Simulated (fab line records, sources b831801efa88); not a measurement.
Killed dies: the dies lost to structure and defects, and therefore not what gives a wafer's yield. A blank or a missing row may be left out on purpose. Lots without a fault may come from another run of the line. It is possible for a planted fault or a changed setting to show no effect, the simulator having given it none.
One fault seen from 2 desks || flow gf180mcu || only its own numbers are on each desk; what lay behind them is given at the end

TOOL OWNER'S DESK, litho track-01
The tool's own readings at GF_M1_COAT_09 (resist thk 1000 nm): means of the sampled wafers that have a number, for each lot that ran on this tool. Marked OUT: a lot whose mean sits more than 4 standard deviations from the usual mean, which makes it out of limits; the brackets give that distance.
Columns: A = exhaust pa at GF_M1_COAT_09, usual 45.3 Pa
{"lot": "L906", "first seen here": "day 16 22:08", "A": 46.5}
{"lot": "L910", "first seen here": "day 18 13:11", "A": 45.8}
{"lot": "L914", "first seen here": "day 20 12:43", "A": 45.9}
{"lot": "L922", "first seen here": "day 23 00:25", "A": 45.4}
{"lot": "L923", "first seen here": "day 23 05:04", "A": 45.4}
{"lot": "L925", "first seen here": "day 23 16:58", "A": 45.2}
This desk's verdict: no lot among the 6 shows anything out of limits.

THE METROLOGY DESK
Lot by lot, what the gauges showed, no matter which tool ran the lot: averages of those sampled wafers that carry a number. Marked OUT: a lot whose mean sits more than 4 standard deviations from the usual mean, which makes it out of limits; the brackets give that distance.
Columns: A = CONTACT_CVD_00_THK at GF_CONTACT_THK_MEAS_01, usual 298 nm; B = V1_CVD_00_THK at GF_V1_THK_MEAS_01, usual 597 nm
{"lot": "L905", "first seen here": "day 15 05:35", "A": 301, "B": 582}
{"lot": "L906", "first seen here": "day 15 10:42", "A": 301, "B": 594}
{"lot": "L907", "first seen here": "day 15 23:53", "A": 299, "B": 597}
{"lot": "L909", "first seen here": "day 16 16:24", "A": 296, "B": 592}
{"lot": "L910", "first seen here": "day 17 01:04", "A": 301, "B": 597}
{"lot": "L911", "first seen here": "day 17 05:40", "A": 302, "B": 600}
{"lot": "L914", "first seen here": "day 18 22:07", "A": 295, "B": 582}
{"lot": "L920", "first seen here": "day 20 20:17", "A": 300, "B": 605}
{"lot": "L922", "first seen here": "day 21 11:23", "A": 293, "B": 590}
{"lot": "L923", "first seen here": "day 21 15:47", "A": 294, "B": 601}
{"lot": "L925", "first seen here": "day 22 05:08", "A": 301, "B": 599}
{"lot": "L926", "first seen here": "day 22 09:59", "A": 296, "B": 599}
This desk's verdict: no lot among the 12 shows anything out of limits.

TAKEN TOGETHER
Nothing out of limits was seen by the tool owner's desk.
From the metrology desk's view, nothing was out of limits.

WHAT THE SIMULATOR HAD PUT IN
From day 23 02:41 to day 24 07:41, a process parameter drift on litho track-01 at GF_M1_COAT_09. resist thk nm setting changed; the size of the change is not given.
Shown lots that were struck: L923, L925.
